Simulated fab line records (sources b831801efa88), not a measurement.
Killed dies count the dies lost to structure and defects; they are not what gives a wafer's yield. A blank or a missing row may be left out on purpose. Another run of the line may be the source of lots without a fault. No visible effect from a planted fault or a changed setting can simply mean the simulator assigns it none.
What tool caused it? ; flow gf180mcu ; 39 wafers from 13 lots sampled at 3 of the route's 602 steps

== WHAT THE GAUGES SHOWED, per wafer ==
GF_V5_THK_MEAS_25: measures by xrf. Usual: V5_W_THK typically reads 358 nm, with standard deviation 6.9.
lot;measured;on;V5_W_THK (nm);flag
L863;day 26 23:08;film-metro-01;345 341 346;
L865;day 27 23:14;film-metro-04;365 368 363;
L866;day 28 08:50;film-metro-04;367 365 364;
L868;day 29 00:25;film-metro-04;360 361 362;
L870;day 29 18:22;film-metro-01;347 350 347;
L872;day 30 00:06;film-metro-02;370 366 362;
L874;day 30 19:51;film-metro-02;367 367 365;
L875;day 30 23:52;film-metro-02;366 372 368;
L879;day 32 02:03;film-metro-04;350 353 357;
L880;day 32 05:23;film-metro-04;370 361 369;
L882;day 32 16:53;film-metro-02;351 356 347;
L885;day 33 08:14;film-metro-04;356 357 354;
L886;day 33 12:10;film-metro-04;360 359 361;

== WHICH TOOL RAN EACH LOT (tool, then ch and the chambers of the sampled wafers, then the start) ==
lot;GF_MIM_SPUTTER_00;GF_MIM_SPUTTER_09
L863;pvd-sputter-01, day 24 03:42;pvd-sputter-01, day 24 04:05
L865;pvd-sputter-01, day 25 06:16;pvd-sputter-04, day 25 06:38
L866;pvd-sputter-01, day 25 17:51;pvd-sputter-01, day 25 18:14
L868;pvd-sputter-01, day 26 08:52;pvd-sputter-04, day 26 09:15
L870;pvd-sputter-04, day 27 04:57;pvd-sputter-03, day 27 05:20
L872;pvd-sputter-04, day 27 10:05;pvd-sputter-01, day 27 10:28
L874;pvd-sputter-01, day 28 00:31;pvd-sputter-03, day 28 00:54
L875;pvd-sputter-01, day 28 12:02;pvd-sputter-04, day 28 12:25
L879;pvd-sputter-01, day 29 17:21;pvd-sputter-03, day 29 17:44
L880;pvd-sputter-01, day 29 21:38;pvd-sputter-04, day 29 22:01
L882;pvd-sputter-01, day 30 09:56;pvd-sputter-04, day 30 10:19
L885;pvd-sputter-04, day 31 03:43;pvd-sputter-01, day 31 04:07
L886;pvd-sputter-03, day 31 06:09;pvd-sputter-04, day 31 06:32
- GF_MIM_SPUTTER_00: material Ti, target thk 37.5 nm, time 150 s.
- GF_MIM_SPUTTER_09: material TiN, target thk 35 nm, time 29.2 s.

== WHAT THE TOOLS THEMSELVES READ (means of the sampled wafers that have a number; where no wafer has one, the mark that the record gives instead) ==
GF_MIM_SPUTTER_00. Usual: throttle-valve-pct at 29.2 %, with a standard deviation of 0.93.
lot;tool;throttle-valve-pct (%);flag
L863;pvd-sputter-01;28.5;
L865;pvd-sputter-01;29.3;
L866;pvd-sputter-01;27.7;
L868;pvd-sputter-01;29.2;
L870;pvd-sputter-04;28.8;
L872;pvd-sputter-04;29.0;
L874;pvd-sputter-01;29.0;
L875;pvd-sputter-01;29.7;
L879;pvd-sputter-01;28.4;
L880;pvd-sputter-01;29.5;
L882;pvd-sputter-01;28.8;
L885;pvd-sputter-04;29.6;
L886;pvd-sputter-03;29.6;

GF_MIM_SPUTTER_09. Usual: throttle-valve-pct at 29.3 %, with a standard deviation of 0.81.
lot;tool;throttle-valve-pct (%);flag
L863;pvd-sputter-01;28.9;
L865;pvd-sputter-04;29.6;
L866;pvd-sputter-01;28.9;
L868;pvd-sputter-04;29.6;
L870;pvd-sputter-03;29.0;
L872;pvd-sputter-01;29.7;
L874;pvd-sputter-03;30.3;
L875;pvd-sputter-04;29.5;
L879;pvd-sputter-03;28.6;
L880;pvd-sputter-04;29.4;
L882;pvd-sputter-04;29.6;
L885;pvd-sputter-01;28.8;
L886;pvd-sputter-04;29.2;

== THE ANSWER, worked out from the rows above alone ==
Rule: take the mean of a lot's wafers that have a number; if it is more than 3 standard deviations from the usual mean, the lot is off. Also off: a lot with no number at a reading for which 4 or more lots have one. The other lots that the step has rows for count as sound. First the gauges in route order, then the tools' own readings, where a lot's mean is used as printed above. At the first step where some lot is off, the reading lying furthest off is the one used; lots without a number count as furthest.
No lot is off on any of the readings shown, so nothing can be concluded from this.

== WHAT THE SIMULATOR PUT IN ==
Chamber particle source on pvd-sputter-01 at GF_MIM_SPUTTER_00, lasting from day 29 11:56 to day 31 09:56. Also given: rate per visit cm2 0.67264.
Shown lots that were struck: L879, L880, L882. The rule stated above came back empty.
